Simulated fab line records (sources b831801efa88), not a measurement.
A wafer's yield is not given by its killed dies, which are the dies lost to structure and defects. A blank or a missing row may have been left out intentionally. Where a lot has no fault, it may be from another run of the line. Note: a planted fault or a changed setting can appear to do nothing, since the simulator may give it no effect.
Comparing a struck lot with a sound one / flow sky130 / 15 out of 708 route steps
Sound: the wafers L110.1, L110.2, L110.4. Wafers struck: L116.1, L116.2, L116.4. The cause comes at the end.
Order at every step that has rows: each side's tool, ch and its chambers, its first start. Under that, the readings that differ: sound wafers / struck wafers / difference of the means / sigmas: that difference in standard deviations of wafers without a fault.
alike: a reading whose means differ by less than 2 such deviations, as well as words and numbers matching on both sides. not compared: withheld readings; readings where some wafer has no value; bounds like >300 that might hide an equal value; numbers whose values overlap and for which the record gives no deviation.
Wherever a step has rows on one side only, a row that says differs or no value, or a row with sigmas, the two part there. When numbers do not overlap yet have no deviation, they are printed without sigmas and do not part them. A reading missing from all wafers of one side parts the sides only when that side holds two or more wafers.

SKY_VIA2_ETCH_14: etches BARC in N2/H2, stops on SiO2, time 45.9 s, target depth 60 nm.
  sound on rie_diel-01 ch 1,2,3, day 38 19:47; struck on rie_diel-04 ch 0,1,2, day 40 15:17
  alike: drypump_motor_current_A, oes_product_au, throttle_valve_pct
  not compared: rf_hours_counter_h
SKY_VIA2_ETCH_15: etches SiO2 in C4F8/O2/Ar, stops on TiN, target depth 546 nm, time 84 s.
  sound on rie_diel-01 ch 1,2,3, day 38 19:50; struck on rie_diel-04 ch 0,1,2, day 40 15:20
  alike: oes_product_au
SKY_VIA2_STRIP_16: strips in O2/N2.
  sound on plasma_asher-01 ch 0,1, day 38 19:54; struck on plasma_asher-04 ch 0,1, day 40 15:24
  alike: drypump_motor_current_A, oes_product_au, strip_time_to_endpoint_s
  not compared: rf_hours_counter_h
then, 5 steps without rows for these wafers: SKY_VIA2_STRIP_17 (strips in post etch residue remover, time 1200 s); SKY_VIA2_CLEAN_18 (cleans in IPA, time 180 s); SKY_VIA2_CLEAN_19 (cleans in O3/DIW); SKY_VIA2_SPUTTER_20 (material TiN, target thk 20 nm, time 80 s); SKY_VIA2_CVD_21 (deposits W, target thk 420 nm, time 126.4 s).
SKY_VIA2_RS_MEAS_22: measurement is done with a four-point probe.
  sound on film_metro-02, day 38 21:02; struck on film_metro-01, day 40 16:11
  alike: VIA2_W_RS
SKY_VIA2_THK_MEAS_23: measures by xrf.
  sound on film_metro-02, day 38 21:09; struck on film_metro-01, day 40 16:19
  alike: VIA2_W_THK
SKY_VIA2_CMP_24: polishes, stops on SiO2, t overpolish 20 s, target thk 0 nm.
  sound on cmp-01 ch 0,1,3, day 38 21:13; struck on cmp-01 ch 0,1,3, day 40 16:22
reading=overpolish_run_s (s); sound=20.021 20.016 20.004; struck=19.984 19.993 19.994; difference=-0.023; sigmas=-3
  alike: motor_current_A, time_to_endpoint_s
then, 1 step without rows for these wafers: SKY_METAL3_SPUTTER_00 (material Ti, target thk 15 nm, time 10 s).
SKY_METAL3_SPUTTER_01: material TiN, target thk 20 nm, time 16.7 s.
  sound on pvd_sputter-02, day 38 21:32; struck on pvd_sputter-02, day 40 16:41
reading=model.TiN_of_METAL3_SPUTTER_01.thk_nm (nm); sound=19.8 20.11 19.51; struck=21.51 21.01 21.42; difference=+1.51; sigmas=
  alike: cathode_dc_power_W, chamber_pressure_pa, throttle_valve_pct
SKY_METAL3_SPUTTER_02: material AlCu, target thk 735 nm, time 37.31 s.
  sound on pvd_sputter-02, day 38 21:34; struck on pvd_sputter-02, day 40 16:43
  alike: cathode_dc_power_W, chamber_pressure_pa, throttle_valve_pct
SKY_PAD_OPEN_PROBE_99:
  the record has rows for the sound wafers here (prober-02, day 47 19:57) and none for the struck ones

WHERE THEY PART
Last at SKY_PAD_OPEN_PROBE_99 as far as this record goes, first at SKY_VIA2_CMP_24.

WHY: the cause the simulator had injected
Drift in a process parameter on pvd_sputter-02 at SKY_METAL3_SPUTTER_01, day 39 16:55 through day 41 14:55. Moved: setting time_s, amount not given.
